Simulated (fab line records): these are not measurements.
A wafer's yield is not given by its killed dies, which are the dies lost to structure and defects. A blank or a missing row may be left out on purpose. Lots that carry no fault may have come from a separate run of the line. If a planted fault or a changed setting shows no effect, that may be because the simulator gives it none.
Matching of chambers    flow gf180mcu    4 sister chambers for GF_V2_ETCH_17 on rie_diel-04
The step etches SiO2 in C4F8/O2/Ar, stops on TiN, target depth 630 nm. 8 wafers are shown with their chamber, then 7 later ones without.

== EACH WAFER AND ITS CHAMBER ==
wafer   chamber  oes_product_au (a.u.)
L701.3  0        0.853
L704.3  3        0.846
L704.6  0        0.856
L708.1  2        0.861
L708.3  1        0.856
L708.6  1        0.853
L709.2  2        0.857
L709.4  3        0.853

== WAFERS WITH NO CHAMBER GIVEN ==
wafer   oes_product_au (a.u.)
L709.6  0.859
L711.2  0.849
L711.4  0.855
L711.6  0.850
L722.1  0.857
L722.2  0.856
L722.5  0.860

== EACH ONE'S CHAMBER ==
wafer   from the rows above                in truth
L709.6  can't be placed: 2 or 0 or 1       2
L711.2  can't be placed: 3 or 0 or 1       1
L711.4  can't be placed: 0 or 1 or 2 or 3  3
L711.6  can't be placed: 3 or 0 or 1       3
L722.1  can't be placed: 2 or 0 or 1 or 3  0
L722.2  can't be placed: 0 or 1 or 2 or 3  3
L722.5  can't be placed: 2 or 0 or 1       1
Correct placement for 0 of the 7. Unplaceable from these rows: 7, with the true chamber sitting among the candidates in 7. Number placed wrongly: 0.
How it was worked out, from the rows above alone: a wafer's distance from a chamber is the root of the sum, over the readings, of the square of ((its reading less the chamber's mean) divided by the reading's scatter). The wafer belongs to the nearest chamber; if the next one is less than 2 further off, it can't be placed. Each chamber's mean is taken over the wafers shown for it. The scatter: the root of (the sum of the squares of (reading less its chamber's mean) over the shown wafers, divided by (wafers less chambers)).
